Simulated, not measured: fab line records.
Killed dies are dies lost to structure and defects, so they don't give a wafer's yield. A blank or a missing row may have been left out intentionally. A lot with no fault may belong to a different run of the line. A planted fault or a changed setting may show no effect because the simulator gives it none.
fab line records -- flow sky130
record lots=6, wafers=16, last_day=50
route steps=708 shown VIA4@644 METAL5@661 PASSIVATION@681 PAD_OPEN@708
lots untouched by any fault: they come from a run of this same line in which no faults occurred
start_h: hours from the record's opening day to when the first of the lot's shown wafers began -- wait_h: hours from the lot's prior step to this one -- " same as the row above -- L1.1+2: a row that stands for several wafers -- - no value, or no start given -- * or withheld: withheld -- < > ~ a bound
route shown NAME@n: a module of which the file shows steps, and the number in the route of the first -- usual: mean/standard deviation of fault-free wafers -- same: alike in all rows -- chamber/n: place in a boat -- sites: each site's reading -- _std_site: standard deviation of those values -- _edge_site: mean of outer sites minus mean of inner sites -- radius_mm: for every site, how far away it sits from the centre of the wafer -- mask NAME#n: copy n -- behind: the most recent tool/chamber to have shaped the wafer -- hold: the reason the lot was held/the length of the hold in hours/how it ended -- device: names the non-switching transistor (n, p or np) -- end of line: tests of these same wafers at the route's end -- where a step has no rows: the recipe by itself -- killed: the dies lost at the first sort to structure and to defects; this is not the yield of the wafer -- map: a wafer's dies, marking killed ones x, the rest . and places with no die _
set.NAME: the setting as run; set.NAME@STEP: as run at that earlier step -- model.NAME: the simulator's own value behind a step, which no gauge read
a table for each step, a row for each wafer; lots at some steps of the route
services: from which hour (start_h, from the record's first day; less than 0 if before it) a tool's chamber was out of use, for how many hours, and why
## steps
# step SKY_VIA4_HMDS_05
# recipe prime_time_s=60, prime_temp_c=120
# step SKY_VIA4_COAT_06
# recipe resist=NOVOLAK, spin_rpm=3000, resist_thk_nm=1140
# step SKY_VIA4_SOFTBAKE_07
# recipe temp_c=90, time_s=60, resist=NOVOLAK
# step SKY_VIA4_EXPOSE_08
# recipe mask_id=VIM4, na=0.6, source_shape=conventional, sigma_outer=0.6, polarization=unpolarized, target_cd_nm=800, dose_mj=132
# step SKY_VIA4_PEB_09
# recipe temp_c=withheld, time_s=*, resist=NOVOLAK
# step SKY_VIA4_DEVELOP_10
# recipe resist=NOVOLAK, developer=TMAH, develop_time_s=60, dev_temp_c=23
# step SKY_VIA4_OVL_MEAS_11
# usual VIA4_OVL=-0.2/1.4
lot.wafer,tool,chamber,start_h,wait_h,VIA4_OVL[nm]
L552.2,overlay-02,-,1009.01,0.1,-1.9
L552.4,overlay-02,-,1009.01,0.1,-0.7
L552.6,overlay-02,-,1009.01,0.1,-0.9
L554.1,overlay-01,-,1015.06,0.1,2.3
L554.2,overlay-01,-,1015.06,0.1,0.5
L554.3,overlay-01,-,1015.06,0.1,0.6
L555.1,overlay-01,-,1031.72,0.1,0.2
L555.5,overlay-01,-,1031.72,0.1,2.1
L555.6,overlay-01,-,1031.72,0.1,2.0
L566.3,overlay-02,-,1092.43,0.1,-2.5
L568.2,overlay-01,-,1104.57,0.1,0.7
L568.3,overlay-01,-,1104.57,0.1,2.2
L568.4,overlay-01,-,1104.57,0.1,0.8
L573.1,overlay-01,-,1133.62,0.1,-0.4
L573.4,overlay-01,-,1133.62,0.1,-1.8
L573.6,overlay-01,-,1133.62,0.1,-0.7
# step SKY_VIA4_ETCH_12
# recipe target=SiO2, chemistry=C4F8/O2/Ar, stop_on=TiN, mask_material=NOVOLAK, source_w=1460, bias_w=1200, pressure_mtorr=40, c4f8_flow_sccm=withheld, O2_flow_sccm=6, Ar_flow_sccm=300, time_s=withheld, target_depth_a=5800
# step SKY_VIA4_STRIP_13
# recipe chemistry=O2/N2, power_w=1400, pressure_mtorr=1500, platen_temp_c=withheld, o2_flow_sccm=3000, n2_flow_sccm=300, overash_fraction=0.5
# step SKY_VIA4_STRIP_14
# recipe chemistry=post_etch_residue_remover, time_s=1200, temp_c=72.5
# step SKY_VIA4_CLEAN_15
# recipe chemistry=IPA, time_s=180, temp_c=25
# step SKY_VIA4_CLEAN_16
# recipe chemistry=O3/DIW, dry=n2_spin
# step SKY_VIA4_SPUTTER_17
# recipe material=TiN, target_thk_nm=20, chamber_pressure_pa=5, power_w=4000, time_s=80
# usual throttle_valve_pct=29.9/1.1
lot.wafer,tool,chamber,start_h,wait_h,throttle_valve_pct
L552.2,pvd_sputter-04,-,1009.71,0.0,30.1
L552.4,pvd_sputter-04,-,1009.71,0.0,30.5
L552.6,pvd_sputter-04,-,1009.71,0.0,31.4
L554.1,pvd_sputter-02,-,1015.84,0.0,29.2
L554.2,pvd_sputter-02,-,1015.84,0.0,30.4
L554.3,pvd_sputter-02,-,1015.84,0.0,30.6
L555.1,pvd_sputter-01,-,1032.42,0.0,29.1
L555.5,pvd_sputter-01,-,1032.42,0.0,28.8
L555.6,pvd_sputter-01,-,1032.42,0.0,29.4
L566.3,pvd_sputter-04,-,1093.12,0.0,30.1
L568.2,pvd_sputter-04,-,1105.36,0.0,31.1
L568.3,pvd_sputter-04,-,1105.36,0.0,30.4
L568.4,pvd_sputter-04,-,1105.36,0.0,30.9
L573.1,pvd_sputter-02,-,1134.36,0.0,29.1
L573.4,pvd_sputter-02,-,1134.36,0.0,30.7
L573.6,pvd_sputter-02,-,1134.36,0.0,30.3
# step SKY_VIA4_CVD_18
# recipe material=W, target_thk_nm=505, time_s=152.14, temp_c=400, pressure_torr=40
# usual heater_power_w=873/100
lot.wafer,tool,chamber,start_h,wait_h,heater_power_w
L552.2,cvd_w-01,0,1009.77,0.0,781
L552.4,cvd_w-01,0,1009.77,0.0,794
L552.6,cvd_w-01,1,1009.77,0.0,788
L554.1,cvd_w-02,1,1015.90,0.0,856
L554.2,cvd_w-02,0,1015.90,0.0,1028
L554.3,cvd_w-02,0,1015.90,0.0,1044
L555.1,cvd_w-01,1,1032.48,0.0,809
L555.5,cvd_w-01,1,1032.48,0.0,798
L555.6,cvd_w-01,0,1032.48,0.0,783
L566.3,cvd_w-02,1,1093.23,0.1,847
L568.2,cvd_w-02,1,1105.42,0.0,843
L568.3,cvd_w-02,1,1105.42,0.0,848
L568.4,cvd_w-02,0,1105.42,0.0,1045
L573.1,cvd_w-02,0,1134.43,0.0,1027
L573.4,cvd_w-02,0,1134.43,0.0,1012
L573.6,cvd_w-02,0,1134.43,0.0,1027
# step SKY_VIA4_RS_MEAS_19
# recipe thk_meas_gauge=four-point-probe, reads=W_of_VIA4_CVD_18+TiN_of_VIA4_SPUTTER_17
# usual VIA4_W_RS=0.2266/0.003
lot.wafer,tool,chamber,start_h,wait_h,VIA4_W_RS[ohm/sq]
L552.2,film_metro-04,-,1009.94,0.1,0.2214
L552.4,film_metro-04,-,1009.94,0.1,0.2214
L552.6,film_metro-04,-,1009.94,0.1,0.2196
L554.1,film_metro-01,-,1016.05,0.1,0.2289
L554.2,film_metro-01,-,1016.05,0.1,0.2220
L554.3,film_metro-01,-,1016.05,0.1,0.2232
L555.1,film_metro-03,-,1032.64,0.1,0.2248
L555.5,film_metro-03,-,1032.64,0.1,0.2221
L555.6,film_metro-03,-,1032.64,0.1,0.2250
L566.3,film_metro-04,-,1093.37,0.1,0.2305
L568.2,film_metro-04,-,1105.59,0.1,0.2299
L568.3,film_metro-04,-,1105.59,0.1,0.2274
L568.4,film_metro-04,-,1105.59,0.1,0.2230
L573.1,film_metro-01,-,1134.58,0.1,0.2243
L573.4,film_metro-01,-,1134.58,0.1,0.2244
L573.6,film_metro-01,-,1134.58,0.1,0.2233
# step SKY_VIA4_THK_MEAS_20
# recipe thk_meas_gauge=xrf, reads=W_of_VIA4_CVD_18
# usual VIA4_W_THK=507/7
lot.wafer,tool,chamber,start_h,wait_h,VIA4_W_THK[nm]
L552.2,film_metro-04,-,1010.05,0.1,515
L552.4,film_metro-04,-,1010.05,0.1,516
L552.6,film_metro-04,-,1010.05,0.1,519
L554.1,film_metro-01,-,1016.17,0.1,499
L554.2,film_metro-01,-,1016.17,0.1,518
L554.3,film_metro-01,-,1016.17,0.1,515
L555.1,film_metro-03,-,1032.76,0.1,513
L555.5,film_metro-03,-,1032.76,0.1,518
L555.6,film_metro-03,-,1032.76,0.1,512
L566.3,film_metro-04,-,1093.47,0.1,501
L568.2,film_metro-04,-,1105.70,0.1,504
L568.3,film_metro-04,-,1105.70,0.1,507
L568.4,film_metro-04,-,1105.70,0.1,518
L573.1,film_metro-01,-,1134.70,0.1,509
L573.4,film_metro-01,-,1134.70,0.1,509
L573.6,film_metro-01,-,1134.70,0.1,509
# step SKY_VIA4_CMP_21
# recipe stop_on=SiO2, t_overpolish_s=25, down_force_psi=3.5, platen_rpm=60, target_thk_nm=0, pad_velocity_m_s=0.94248
# step SKY_METAL5_SPUTTER_00
# recipe material=Ti, target_thk_nm=15, power_w=3000, time_s=10, chamber_pressure_pa=0.4093
# usual throttle_valve_pct=30.1/0.92
lot.wafer,tool,chamber,start_h,wait_h,throttle_valve_pct
L552.2,pvd_sputter-02,-,1010.56,0.2,30.4
L552.4,pvd_sputter-02,-,1010.56,0.2,29.0
L552.6,pvd_sputter-02,-,1010.56,0.2,31.2
L554.1,pvd_sputter-03,-,1016.53,0.1,31.0
L554.2,pvd_sputter-03,-,1016.53,0.1,30.6
L554.3,pvd_sputter-03,-,1016.53,0.1,30.3
L555.1,pvd_sputter-01,-,1033.12,0.1,29.3
L555.5,pvd_sputter-01,-,1033.12,0.1,28.1
L555.6,pvd_sputter-01,-,1033.12,0.1,28.3
L566.3,pvd_sputter-03,-,1093.81,0.1,30.8
L568.2,pvd_sputter-01,-,1106.05,0.2,28.9
L568.3,pvd_sputter-01,-,1106.05,0.2,28.1
L568.4,pvd_sputter-01,-,1106.05,0.2,29.3
L573.1,pvd_sputter-03,-,1135.06,0.2,30.9
L573.4,pvd_sputter-03,-,1135.06,0.2,30.8
L573.6,pvd_sputter-03,-,1135.06,0.2,30.8
# step SKY_METAL5_SPUTTER_01
# recipe material=TiN, target_thk_nm=20, power_w=6500, time_s=16.7, chamber_pressure_pa=0.4
# step SKY_METAL5_SPUTTER_02
# recipe material=AlCu, target_thk_nm=1150, power_w=10600, time_s=61.2, chamber_pressure_pa=0.4
# step SKY_METAL5_SPUTTER_03
# recipe material=Ti, target_thk_nm=5, power_w=3000, time_s=3.3, chamber_pressure_pa=0.4
# usual throttle_valve_pct=30.1/0.96
lot.wafer,tool,chamber,start_h,wait_h,throttle_valve_pct
L552.2,pvd_sputter-02,-,1010.66,0.0,30.2
L552.4,pvd_sputter-02,-,1010.66,0.0,28.9
L552.6,pvd_sputter-02,-,1010.66,0.0,31.0
L554.1,pvd_sputter-03,-,1016.63,0.0,30.9
L554.2,pvd_sputter-03,-,1016.63,0.0,30.8
L554.3,pvd_sputter-03,-,1016.63,0.0,30.4
L555.1,pvd_sputter-01,-,1033.22,0.0,28.9
L555.5,pvd_sputter-01,-,1033.22,0.0,28.2
L555.6,pvd_sputter-01,-,1033.22,0.0,28.7
L566.3,pvd_sputter-03,-,1093.91,0.0,30.8
L568.2,pvd_sputter-01,-,1106.15,0.0,28.8
L568.3,pvd_sputter-01,-,1106.15,0.0,28.0
L568.4,pvd_sputter-01,-,1106.15,0.0,28.9
L573.1,pvd_sputter-03,-,1135.16,0.0,30.6
L573.4,pvd_sputter-03,-,1135.16,0.0,31.1
L573.6,pvd_sputter-03,-,1135.16,0.0,31.2
# step SKY_METAL5_SPUTTER_04
# recipe material=TiN, target_thk_nm=70, power_w=6500, time_s=58.3, chamber_pressure_pa=0.4
# step SKY_METAL5_RS_MEAS_05
# recipe thk_meas_gauge=four-point-probe, reads=TiN_of_METAL5_SPUTTER_04+Ti_of_METAL5_SPUTTER_03+AlCu_of_METAL5_SPUTTER_02+TiN_of_METAL5_SPUTTER_01+Ti_of_METAL5_SPUTTER_00
# usual METAL5_ALCU_RS=0.0271/0.00034
lot.wafer,tool,chamber,start_h,wait_h,METAL5_ALCU_RS[ohm/sq]
L552.2,film_metro-04,-,1010.75,0.0,0.0274
L552.4,film_metro-04,-,1010.75,0.0,0.0272
L552.6,film_metro-04,-,1010.75,0.0,0.0272
L554.1,film_metro-04,-,1016.70,0.0,0.0273
L554.2,film_metro-04,-,1016.70,0.0,0.0273
L554.3,film_metro-04,-,1016.70,0.0,0.0271
L555.1,film_metro-04,-,1033.28,0.0,0.0270
L555.5,film_metro-04,-,1033.28,0.0,0.0270
L555.6,film_metro-04,-,1033.28,0.0,0.0272
L566.3,film_metro-01,-,1094.02,0.1,0.0276
L568.2,film_metro-01,-,1106.23,0.0,0.0269
L568.3,film_metro-01,-,1106.23,0.0,0.0267
L568.4,film_metro-01,-,1106.23,0.0,0.0266
L573.1,film_metro-04,-,1135.22,0.0,0.0273
L573.4,film_metro-04,-,1135.22,0.0,0.0272
L573.6,film_metro-04,-,1135.22,0.0,0.0273
# step SKY_METAL5_THK_MEAS_06
# recipe thk_meas_gauge=xrf, reads=AlCu_of_METAL5_SPUTTER_02
# usual METAL5_ALCU_THK=1156/16
lot.wafer,tool,chamber,start_h,wait_h,METAL5_ALCU_THK[nm]
L552.2,film_metro-04,-,1010.86,0.1,1142
L552.4,film_metro-04,-,1010.86,0.1,1157
L552.6,film_metro-04,-,1010.86,0.1,1157
L554.1,film_metro-04,-,1016.82,0.1,1150
L554.2,film_metro-04,-,1016.82,0.1,1149
L554.3,film_metro-04,-,1016.82,0.1,1152
L555.1,film_metro-04,-,1033.40,0.1,1166
L555.5,film_metro-04,-,1033.40,0.1,1161
L555.6,film_metro-04,-,1033.40,0.1,1150
L566.3,film_metro-01,-,1094.12,0.1,1128
L568.2,film_metro-01,-,1106.34,0.1,1159
L568.3,film_metro-01,-,1106.34,0.1,1167
L568.4,film_metro-01,-,1106.34,0.1,1169
L573.1,film_metro-04,-,1135.34,0.1,1158
L573.4,film_metro-04,-,1135.34,0.1,1160
L573.6,film_metro-04,-,1135.34,0.1,1150
# step SKY_METAL5_DEHYDRATE_07
# recipe temp_c=200, time_s=60
# step SKY_METAL5_HMDS_08
# recipe prime_time_s=60, prime_temp_c=120
# step SKY_METAL5_COAT_09
# recipe resist=NOVOLAK, spin_rpm=3000, resist_thk_nm=1800
# step SKY_METAL5_SOFTBAKE_10
# recipe temp_c=90, time_s=60, resist=NOVOLAK
# step SKY_METAL5_EXPOSE_11
# recipe mask_id=MM5, na=0.6, source_shape=conventional, sigma_outer=0.6, polarization=unpolarized, target_cd_nm=1600, dose_mj=190
# step SKY_METAL5_PEB_12
# recipe temp_c=withheld, time_s=*, resist=NOVOLAK
# step SKY_METAL5_DEVELOP_13
# recipe resist=NOVOLAK, developer=TMAH, develop_time_s=60, dev_temp_c=23
# step SKY_METAL5_DESCUM_14
# recipe chemistry=O2, source_power_w=150, bias_power_w=0, pressure_mtorr=10, temp_c=40, time_s=11
# step SKY_METAL5_METAL_ETCH_15
# recipe target_depth_a=12600, stop_on=SiO2, over_etch_frac=0.2, time_s=252, chemistry=Cl2/BCl3, resist_sidewall_deg=86, pressure_mtorr=10, icp_w=900, bias_w=48.5, Cl2_flow_sccm=60, bcl3_flow_sccm=30
# usual drypump_motor_current_A=5.6/0.5, oes_product_au=0.894/0.0051, throttle_valve_pct=22.264/0.0091
lot.wafer,tool,chamber,start_h,wait_h,drypump_motor_current_A,oes_product_au,rf_hours_counter_h,throttle_valve_pct
L552.2,rie_metal-04,0,1033.46,0.0,5.2,0.895,21,22.266
L552.4,rie_metal-04,1,1033.46,0.0,6.3,0.887,-,22.264
L552.6,rie_metal-04,1,1033.46,0.0,6.3,0.896,-,22.270
L554.1,rie_metal-04,0,1040.10,0.0,5.3,0.890,22,22.271
L554.2,rie_metal-04,1,1040.10,0.0,6.3,0.886,10,22.259
L554.3,rie_metal-04,0,1040.10,0.0,5.3,0.903,-,22.263
L555.1,rie_metal-04,1,1055.46,0.0,6.3,0.890,11,22.273
L555.5,rie_metal-04,0,1055.46,0.0,5.3,0.901,-,22.265
L555.6,rie_metal-04,1,1055.46,0.0,6.3,0.888,-,22.271
L566.3,rie_metal-01,0,1114.22,0.1,5.4,0.896,-,22.264
L568.2,rie_metal-01,0,1125.79,0.0,5.4,0.896,4,22.262
L568.3,rie_metal-01,0,1125.79,0.0,5.4,0.892,-,22.280
L568.4,rie_metal-01,1,1125.79,0.0,5.6,0.900,-,22.251
L573.1,rie_metal-04,1,1153.37,0.0,6.4,0.889,20,22.268
L573.4,rie_metal-04,1,1153.37,0.0,6.4,0.888,-,22.269
L573.6,rie_metal-04,1,1153.37,0.0,6.3,0.898,-,22.276
# step SKY_METAL5_STRIP_16
# recipe chemistry=O2/N2, power_w=1400, pressure_mtorr=1500, platen_temp_c=withheld, o2_flow_sccm=3000, n2_flow_sccm=300, overash_fraction=0.5
# step SKY_METAL5_STRIP_17
# recipe chemistry=post_etch_residue_remover, time_s=1200, temp_c=72.5
# step SKY_METAL5_CLEAN_18
# recipe chemistry=IPA, time_s=180, temp_c=25
# step SKY_METAL5_CLEAN_19
# recipe chemistry=O3/DIW, dry=n2_spin
# step SKY_PASSIVATION_CVD_00
# recipe material=SiO2, target_thk_nm=90, temp_c=400, time_s=withheld, rf_w=600
# usual heater_power_w=649/79
lot.wafer,tool,chamber,start_h,wait_h,heater_power_w
L552.2,pecvd-02,0,1034.29,0.0,577
L552.4,pecvd-02,1,1034.29,0.0,722
L552.6,pecvd-02,0,1034.29,0.0,579
L554.1,pecvd-02,0,1040.93,0.0,678
L554.2,pecvd-02,1,1040.93,0.0,766
L554.3,pecvd-02,2,1040.93,0.0,551
L555.1,pecvd-04,0,1056.30,0.0,720
L555.5,pecvd-04,1,1056.30,0.0,708
L555.6,pecvd-04,2,1056.30,0.0,526
L566.3,pecvd-04,0,1114.97,0.0,679
L568.2,pecvd-03,1,1126.62,0.0,613
L568.3,pecvd-03,0,1126.62,0.0,629
L568.4,pecvd-03,2,1126.62,0.0,691
L573.1,pecvd-03,2,1154.19,0.0,671
L573.4,pecvd-03,2,1154.19,0.0,685
L573.6,pecvd-03,0,1154.19,0.0,630
# step SKY_PASSIVATION_THK_MEAS_01
# recipe reads=SiO2_of_PASSIVATION_CVD_00
# usual PASSIVATION_CVD_00_THK=90.3/1.2
lot.wafer,tool,chamber,start_h,wait_h,PASSIVATION_CVD_00_THK[nm]
L552.2,film_metro-03,-,1034.32,-,91.1
L552.4,film_metro-03,-,1034.32,-,90.3
L552.6,film_metro-03,-,1034.32,-,92.3
L554.1,film_metro-02,-,1040.95,-,90.8
L554.2,film_metro-02,-,1040.95,-,91.4
L554.3,film_metro-02,-,1040.95,-,89.8
L555.1,film_metro-03,-,1056.32,-,89.1
L555.5,film_metro-03,-,1056.32,-,90.0
L555.6,film_metro-03,-,1056.32,-,91.4
L566.3,film_metro-02,-,1115.01,-,87.0
L568.2,film_metro-02,-,1126.65,-,89.2
L568.3,film_metro-02,-,1126.65,-,88.5
L568.4,film_metro-02,-,1126.65,-,90.8
L573.1,film_metro-02,-,1154.21,-,88.6
L573.4,film_metro-02,-,1154.21,-,91.5
L573.6,film_metro-02,-,1154.21,-,91.7
# step SKY_PASSIVATION_CVD_02
# recipe material=Si3N4, target_thk_nm=540, temp_c=400, time_s=withheld, rf_w=450
# step SKY_PASSIVATION_THK_MEAS_03
# recipe reads=Si3N4_of_PASSIVATION_CVD_02
# usual PASSIVATION_CVD_02_THK=541/6.8
lot.wafer,tool,chamber,start_h,wait_h,PASSIVATION_CVD_02_THK[nm]
L552.2,film_metro-01,-,1034.61,-,548
L552.4,film_metro-01,-,1034.61,-,552
L552.6,film_metro-01,-,1034.61,-,550
L554.1,film_metro-03,-,1041.23,-,538
L554.2,film_metro-03,-,1041.23,-,542
L554.3,film_metro-03,-,1041.23,-,536
L555.1,film_metro-02,-,1056.60,-,538
L555.5,film_metro-02,-,1056.60,-,546
L555.6,film_metro-02,-,1056.60,-,543
L566.3,film_metro-01,-,1115.29,-,542
L568.2,film_metro-03,-,1126.93,-,532
L568.3,film_metro-03,-,1126.93,-,527
L568.4,film_metro-03,-,1126.93,-,531
L573.1,film_metro-03,-,1154.50,-,540
L573.4,film_metro-03,-,1154.50,-,555
L573.6,film_metro-03,-,1154.50,-,555
# step SKY_PASSIVATION_DEHYDRATE_04
# recipe temp_c=200, time_s=60
# step SKY_PAD_OPEN_PROBE_99
# usual killed_at_M0_to_M3=43/7.2, killed_at_M4_up=3.3/2, killed_at_contacts=25/5.8, killed_at_front_end=15/4.5, killed_at_other=0.3/0.62, killed_dies=86/9.4, killed_open=47/7.1, killed_short=39/6
# same gross_dies=492, killed_at_back_side=0
lot.wafer,tool,chamber,start_h,wait_h,killed_at_M0_to_M3,killed_at_M4_up,killed_at_contacts,killed_at_front_end,killed_at_other,killed_dies,killed_open,killed_short
L552.2,prober-01,-,1081.04,0.1,42,1,28,15,0,86,50,36
L552.4,prober-01,-,1081.14,0.2,47,3,33,15,0,98,57,41
L552.6,prober-01,-,1081.24,0.2,49,3,17,18,0,87,44,43
L554.1,prober-01,-,1086.20,0.1,37,3,20,18,0,78,39,39
L554.2,prober-01,-,1086.25,0.1,38,1,22,23,2,86,45,39
L554.3,prober-01,-,1086.30,0.2,45,0,19,11,0,75,39,36
L566.3,prober-01,-,1155.67,0.2,41,56,24,7,0,128,42,35
L568.2,prober-01,-,1165.09,0.1,55,0,19,13,0,87,52,35
L568.3,prober-01,-,1165.14,0.2,42,56,21,10,0,129,44,34
L568.4,prober-01,-,1165.19,0.2,38,1,26,6,0,71,40,30
# killed by level:class
L552.2 VIA1:geometric_particle:open=11 CONTACT:geometric_particle:open=9 LI_CONTACT:geometric_particle:open=7 VIA2:geometric_particle:open=7 VIA3:geometric_particle:open=6 LOCAL_INTERCONNECT:geometric_particle:short=5 CONTACT:geometric_particle:short=5 METAL3:geometric_particle:short=4
L552.4 VIA1:geometric_particle:open=11 VIA3:geometric_particle:open=11 LI_CONTACT:geometric_particle:open=10 FIELD_ISO:geometric_particle:short=6 LOCAL_INTERCONNECT:geometric_particle:short=6 CONTACT:geometric_particle:open=6 METAL1:geometric_particle:short=5 VIA2:geometric_particle:open=5
L552.6 VIA1:geometric_particle:open=12 VIA3:geometric_particle:open=7 METAL1:geometric_particle:short=6 FIELD_ISO:geometric_particle:short=5 LI_CONTACT:geometric_particle:open=5 METAL3:geometric_particle:short=5 FIELD_ISO:geometric_particle:open=4 POLY_GATE:geometric_particle:short=4
L554.1 LI_CONTACT:geometric_particle:open=7 FIELD_ISO:geometric_particle:open=6 VIA2:geometric_particle:open=6 VIA2:geometric_particle:short=6 LOCAL_INTERCONNECT:geometric_particle:short=5 VIA1:geometric_particle:open=5 FIELD_ISO:geometric_particle:short=4 VIA1:geometric_particle:short=4
L554.2 CONTACT:geometric_particle:open=12 VIA1:geometric_particle:open=12 FIELD_ISO:geometric_particle:short=6 METAL1:geometric_particle:short=5 METAL2:geometric_particle:short=5 FIELD_ISO:geometric_particle:open=4 POLY_GATE:geometric_particle:open=3 POLY_GATE:geometric_particle:short=3
L554.3 VIA1:geometric_particle:open=10 VIA2:geometric_particle:open=10 METAL2:geometric_particle:short=9 FIELD_ISO:geometric_particle:short=6 LI_CONTACT:geometric_particle:open=4 CONTACT:geometric_particle:short=4 CONTACT:geometric_particle:open=4 VIA3:geometric_particle:open=4
L566.3 VIA4:unspecified=51 VIA1:geometric_particle:open=8 LI_CONTACT:geometric_particle:open=7 LOCAL_INTERCONNECT:geometric_particle:short=7 METAL2:geometric_particle:short=7 VIA3:geometric_particle:open=5 CONTACT:geometric_particle:open=5 METAL1:geometric_particle:short=5
L568.2 VIA1:geometric_particle:open=17 VIA3:geometric_particle:open=8 CONTACT:geometric_particle:open=6 VIA1:geometric_particle:short=6 METAL1:geometric_particle:short=6 VIA2:geometric_particle:open=5 METAL2:geometric_particle:open=4 LI_CONTACT:geometric_particle:open=4
L568.3 VIA4:unspecified=51 CONTACT:geometric_particle:open=11 VIA1:geometric_particle:open=10 VIA2:geometric_particle:open=6 LI_CONTACT:geometric_particle:open=5 METAL1:geometric_particle:short=5 VIA3:geometric_particle:short=5 METAL4:geometric_particle:short=5
L568.4 CONTACT:geometric_particle:open=12 VIA3:geometric_particle:open=9 METAL2:geometric_particle:short=7 VIA1:geometric_particle:open=6 LI_CONTACT:geometric_particle:open=5 METAL1:geometric_particle:short=5 VIA1:geometric_particle:short=4 LOCAL_INTERCONNECT:geometric_particle:short=3
# map L566.3 (x killed, . not)
__________.x.....x.._________
________...x.........x_______
______.....x.xx....x...._____
_____x...............xx..____
____..x....x......x..x....___
___.........x..x......x.xx.__
__...x...x.xxx..x...x..x.x.._
_..x.....x.x.x..x............
_....x..x.x.......x.....xx..x
_..xx.x...x..............x...
_.....x...........x......x..x
_.......x........x...........
_........x...x..x............
_......x....x.......x........
_..........x.......xx......x.
__...x...x......xxxxxx.xx..x_
___........x..xxxxxxxxx....__
____.....xx...xxxxxxxxxx..___
_____.........x.xxxxxx.x.____
______.xx..x.x.xxxxxxxx._____
________x.x....x.xxxxx_______
__________x..x..xx.x_________
# map L568.3 (x killed, . not)
__________.....x...._________
________.............._______
______...x.............._____
_____................x...____
____.....................x___
___..x..x.x.........x......__
__...x....x...xx.....x...x.._
_.x......x...........x..x....
_..........x....x............
_x.x..........x.x......x..xx.
_x....x........x.............
_x.x....x..x.x...x..x....x.x.
_.x....x.........xx...x....xx
_x...x.x..x..xx....xxx...x...
_................xx.x..x...x.
__.x..x..x.x.x.xxxxxx.x....._
___....xx....x.xxxxxxxx..x.__
____......x...xxxxxxxxx...___
_____..xxx.x..xxxxxxxxxx.____
______........xxxxxxxxx._____
________......x.xxxxxx_______
__________.x....x.xx_________
## services
tool,chamber,start_h,hours,kind
pvd_sputter-01,-,1013.82,4.4,repair
pvd_sputter-04,-,1014.18,4.9,repair
pecvd-02,-,1014.79,2.6,repair
pecvd-03,-,1016.04,2.1,repair
pecvd-04,2,1025.43,3.7,repair
pecvd-04,-,1030.17,2.8,pm
pvd_sputter-04,-,1030.42,1.5,repair
cvd_w-01,1,1038.69,3.8,repair
pecvd-04,0,1058.78,9.8,repair
pvd_sputter-03,2,1071.70,-,consumable_replace:kit
pvd_sputter-03,2,1071.70,18.0,scheduled_down
pecvd-03,-,1079.33,2.8,pm
pvd_sputter-01,-,1084.95,3.8,repair
rie_metal-01,-,1087.04,14.6,pm
cvd_w-01,-,1100.19,1.8,repair
cvd_w-01,-,1101.96,4.3,pm
pvd_sputter-02,-,1106.67,5.6,repair
pvd_sputter-01,-,1116.59,1.1,repair
pvd_sputter-04,-,1137.67,1.8,repair
pvd_sputter-02,-,1140.19,3.7,repair
pvd_sputter-01,3,1141.09,-,consumable_replace:kit
pvd_sputter-01,3,1141.09,18.0,scheduled_down
pvd_sputter-01,3,1141.09,18.0,vent_cycle
pvd_sputter-04,-,1148.70,0.5,repair
## key
first_sign step=SKY_PAD_OPEN_PROBE_99, reading=killed_at_M4_up, direction=up, sigmas=27, usual=3.3, struck=56
effect step=SKY_PAD_OPEN_PROBE_99, reading=killed_dies, direction=up, sigmas=4.5, usual=86, struck=128
met_at SKY_VIA4_SPUTTER_17
struck_wafers L566.3,L568.3
tester_left_out L566
onset_between 1009.71 1093.12
earlier_fault kind=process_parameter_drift, tool=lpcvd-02, chamber=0, onset_h=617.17, steps=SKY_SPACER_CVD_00, channel=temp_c, offset=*, shape=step, end_h=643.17, acts_in=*, stated=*
fault kind=chamber_particle_source, tool=pvd_sputter-04, chamber=-, onset_h=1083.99, steps=SKY_VIA4_SPUTTER_17, rate_per_visit_cm2=0.64202, end_h=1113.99, scope=struck_wafers_only
# tester_left_out: of these lots the tester's yield and bins aren't shown, on N5 and GAA mostly nor the transistor test; their killed dies are dies lost to structure and defects alone, not to doping, threshold or leakage, so they don't give the yield
